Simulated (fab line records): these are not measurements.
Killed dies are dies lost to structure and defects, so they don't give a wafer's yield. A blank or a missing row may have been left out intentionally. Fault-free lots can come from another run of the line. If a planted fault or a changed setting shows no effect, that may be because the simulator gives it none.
Matching of chambers / flow gf180mcu / pecvd-04 running GF_V5_CVD_02: 3 sister chambers
The step deposits SiO2 from TEOS, target thk 1450 nm, time 163.28 s. 6 wafers are shown with their chamber, then 9 later ones without.

## WAFERS, EACH WITH ITS CHAMBER
wafer=L085.5; chamber=1; heaterPowerW (W)=527
wafer=L089.4; chamber=1; heaterPowerW (W)=431
wafer=L089.5; chamber=2; heaterPowerW (W)=518
wafer=L090.2; chamber=0; heaterPowerW (W)=690
wafer=L090.5; chamber=2; heaterPowerW (W)=655
wafer=L090.6; chamber=0; heaterPowerW (W)=755

## WAFERS WITH NO CHAMBER GIVEN
wafer=L093.3; heaterPowerW (W)=549
wafer=L093.4; heaterPowerW (W)=732
wafer=L093.5; heaterPowerW (W)=523
wafer=L095.3; heaterPowerW (W)=544
wafer=L095.5; heaterPowerW (W)=677
wafer=L095.6; heaterPowerW (W)=607
wafer=L097.1; heaterPowerW (W)=728
wafer=L097.2; heaterPowerW (W)=428
wafer=L097.6; heaterPowerW (W)=528

## THE CHAMBER EACH PASSED THROUGH
wafer=L093.3; from the rows above=can't be placed: 2 or 1 or 0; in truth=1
wafer=L093.4; from the rows above=can't be placed: 0 or 2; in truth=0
wafer=L093.5; from the rows above=can't be placed: 1 or 2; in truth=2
wafer=L095.3; from the rows above=can't be placed: 2 or 1 or 0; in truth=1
wafer=L095.5; from the rows above=can't be placed: 0 or 2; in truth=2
wafer=L095.6; from the rows above=can't be placed: 2 or 0 or 1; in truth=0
wafer=L097.1; from the rows above=can't be placed: 0 or 2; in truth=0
wafer=L097.2; from the rows above=can't be placed: 1 or 2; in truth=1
wafer=L097.6; from the rows above=can't be placed: 1 or 2 or 0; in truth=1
Placed correctly: 0 of 9. These rows do not allow placing 9 (true chamber among the candidates in 9). 0 placed wrongly.
How it was worked out, from the rows above alone: a wafer's distance from a chamber is the root of the sum, over the readings, of the square of ((its reading less the chamber's mean) divided by the reading's scatter). The wafer belongs to the nearest chamber; if the next one is less than 2 further off, it can't be placed. For every chamber, the mean is computed from those of its wafers that are shown. The scatter: take each reading less its chamber's mean, square it, sum over the shown wafers, divide by the number of wafers less the number of chambers, and take the root.
